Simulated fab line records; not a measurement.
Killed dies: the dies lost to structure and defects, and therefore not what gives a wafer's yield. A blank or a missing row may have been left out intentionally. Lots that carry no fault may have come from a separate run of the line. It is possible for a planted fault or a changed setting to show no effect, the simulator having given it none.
Comparing a struck lot with a sound one :: flow sky130 :: 15 out of 708 route steps
Sound: these wafers, L527.2, L527.3, L527.6. The struck wafers were L524.2, L524.3, L524.6. At the end, the cause is stated.
For every step that has rows: the tool of each side, followed by ch and its chambers, followed by its first start. Under that, the readings that differ: sound wafers :: struck wafers :: difference of the means :: sigmas: that difference in standard deviations of wafers without a fault.
alike: same words and numbers on both sides, and readings whose means sit less than 2 such deviations apart. not compared: any withheld reading, any reading some wafer has no value for, any bound like >300 that may hide the same value, and any number with overlapping values for which the record gives no deviation.
A row with sigmas, a row that says differs or no value, or rows on one side alone: a step with any of these is where the two part. Non-overlapping numbers with no deviation appear without sigmas and do not part them. Lack of a reading on every wafer of one side parts them only where that side has two or more wafers.

SKY_POLY_GATE_ETCH_15: etches BARC in N2/H2, stops on SiO2, time 118.5 s, target depth 110 nm.
  sound on rieDiel-01 ch 0,1,3, day 18 22:23; struck on rieDiel-02 ch 0,2, day 17 16:46
  alike: chamberPressureMTorr, drypumpMotorCurrentA, oesProductAu, throttleValvePct
  not compared: rfHoursCounterH
SKY_POLY_GATE_ETCH_16: etches Si3N4 in CH3F/O2, stops on poly-Si, time 147.5 s, target depth 75 nm.
  sound on rieDiel-01 ch 0,1,3, day 18 22:28; struck on rieDiel-02 ch 0,2, day 17 16:51
  alike: chamberPressureMTorr, drypumpMotorCurrentA, oesProductAu, throttleValvePct
  not compared: rfHoursCounterH
SKY_POLY_GATE_ETCH_17: etches poly-Si in HBr/Cl2, stops on SiO2, target depth 180 nm, time 70.5 s.
  sound on rieSi-02 ch 1,2,3, day 18 22:34; struck on rieSi-02 ch 0,1, day 17 16:57
  alike: chamberPressureMTorr, drypumpMotorCurrentA, oesProductAu, throttleValvePct
  not compared: rfHoursCounterH
SKY_POLY_GATE_STRIP_18: strips in O2/N2.
  sound on plasmaAsher-02 ch 1, day 18 22:38; struck on plasmaAsher-02 ch 0,1, day 17 17:00
  alike: chamberPressureMTorr, drypumpMotorCurrentA, oesProductAu, stripTimeToEndpointS
  not compared: rfHoursCounterH
then, 2 steps without rows for these wafers: SKY_POLY_GATE_CLEAN_19 (cleans in SC1/SC2, time 150 s); SKY_POLY_GATE_OXIDATION_20 (stabilise 600 s, purge 300 s, target thk 4 nm).
SKY_POLY_GATE_THK_MEAS_21:
  struck on filmMetro-04, day 17 19:59; sound on filmMetro-02, day 19 01:14
  alike: POLY_GATE_OXIDATION_THK
SKY_POLY_GATE_CD_MEAS_22:
  struck on cdSem-02, day 17 20:04; sound on cdSem-02, day 19 01:19
  alike: cdNm
then, 4 steps without rows for these wafers: SKY_LDD_N_DEHYDRATE_00 (time 60 s); SKY_LDD_N_HMDS_01 (prime time 60 s); SKY_LDD_N_COAT_02 (resist thk 300 nm); SKY_LDD_N_SOFTBAKE_03 (time 60 s).
SKY_LDD_N_EXPOSE_04: exposes mask NTM, target cd 840 nm.
  sound on ilineStepper-02 ch 0, day 19 17:19; struck on ilineStepper-01 ch 0, day 18 11:50
reading: mask
sound: NTM#0 NTM#0 NTM#0
struck: NTM_R1#0 NTM_R1#0 NTM_R1#0
difference: differs
sigmas: 
then, 1 step without rows for these wafers: SKY_LDD_N_PEB_05.
-- record jumps: 28 days separate the struck wafers' starts on either side; left off in module LDD_N, taken up again in module PAD_OPEN, whose first shown step is the route's number 708 --
SKY_PAD_OPEN_PROBE_99:
  struck on prober-02, day 46 19:37; sound on prober-01, day 47 16:40
reading: killedDies
sound: 70 78 76
struck: 104 94 88
difference: +21
sigmas: +2
  alike: killed_at_M0_to_M3, killed_at_M4_up, killedAtContacts, killedAtFrontEnd, killedAtOther, killedOnRim, killedOpen, killedShort

## WHERE THEY PART
Earliest at SKY_LDD_N_EXPOSE_04; latest, in this record, at SKY_PAD_OPEN_PROBE_99.

WHY: what the simulator had put in
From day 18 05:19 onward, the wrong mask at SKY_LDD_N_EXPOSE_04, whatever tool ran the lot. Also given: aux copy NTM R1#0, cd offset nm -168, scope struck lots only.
